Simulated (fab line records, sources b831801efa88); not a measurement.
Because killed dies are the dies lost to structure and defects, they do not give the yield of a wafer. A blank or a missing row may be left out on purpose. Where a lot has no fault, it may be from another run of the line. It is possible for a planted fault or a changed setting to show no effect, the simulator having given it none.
Problem report in the 8D (eight disciplines) form, filled by code ; flow sky130 ; the parts of the form that need people (team, actions taken, sign-off) are left out

## 1. THE PROBLEM
VIA4_HDPCVD_THK at SKY_VIA4_THK_MEAS_01 reads a mean of 1320 nm on 4 wafers of 3 lots; wafers without a fault read 1753 nm with a standard deviation of 25. That puts it -17 standard deviations away from the usual mean.
First seen on wafer L373.4, day 44 21:07, on film_metro-04. The record has a number at this step for 39 wafers belonging to 13 lots. Rule for "out", or "out of limits": more than 4 standard deviations from the usual mean. All remaining wafers that have a number are taken as sound.

## 2. WHAT IT IS, AND WHAT IT ISN'T
question;is;is not
which readings at this step;VIA4_HDPCVD_THK;-
which lots;L373, L374, L375;L363, L364, L366, L372, L376, L382, L383, L384, L385, L386
which wafers of those lots;L373.4, L374.1, L374.5, L375.1;L373.3, L373.6, L374.3, L375.2, L375.6
read on which gauges;film_metro-02, film_metro-04;film_metro-01
when;from day 44 21:07;"up to then (14 sound wafers); but 21 sound wafers of L374, L375, L376, L382, L383, L384, L385, L386 came after"

## 3. SUSPECTS, AND WHAT RULES EACH OUT
Counting: if a tool at a process step up to the reading ran every lot that is out, it stays a suspect. Sound lots after the first of them don't rule it out here, since some wafers of a struck lot are sound.
- the gauge at SKY_VIA4_THK_MEAS_01 is ruled out. The wafers that are out were read on 2 gauges (film_metro-02, film_metro-04).
- hdpcvd-01 at SKY_VIA4_HDPCVD_00 (deposits SiO2, target thk 1750 nm, time 291.7 s): kept. Every lot that is out went through it, the first being L373 (day 44 20:55); the last sound lot it ran before that was L363 (day 42 00:18).
After counting, what remains is hdpcvd-01 at SKY_VIA4_HDPCVD_00.

## 4. THE CAUSE (what the simulator had put in)
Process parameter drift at SKY_VIA4_HDPCVD_00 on hdpcvd-01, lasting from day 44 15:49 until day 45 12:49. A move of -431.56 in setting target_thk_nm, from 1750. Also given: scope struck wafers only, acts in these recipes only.
Counting left only this tool.

## 5. THE CHAIN OF EFFECTS, in route order
Each row: a reading where the mean over the struck wafers with a number is more than 3 standard deviations away from the usual. Only readings for which the record gives a usual standard deviation are gone through. hours: the time from each lot's start at the first step in this table that gives one to its start at this step, as a median over the lots. sigmas: the change in usual standard deviations.
hours;step;reading;usual;on struck wafers;change;sigmas
0;SKY_VIA4_THK_MEAS_01;VIA4_HDPCVD_THK;1753 nm;1320;-433;-17

## 6. HOW IT WOULD HAVE BEEN CAUGHT EARLIER
The first out-of-limits reading at a measuring or inspecting step in this record came at day 44 21:07, 5 hours after the fault's start at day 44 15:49.
Of the lots that are out (3), L374, L375 began SKY_VIA4_HDPCVD_00 on hdpcvd-01 after day 44 21:07. A hold on the tool at that time would have spared those 2.
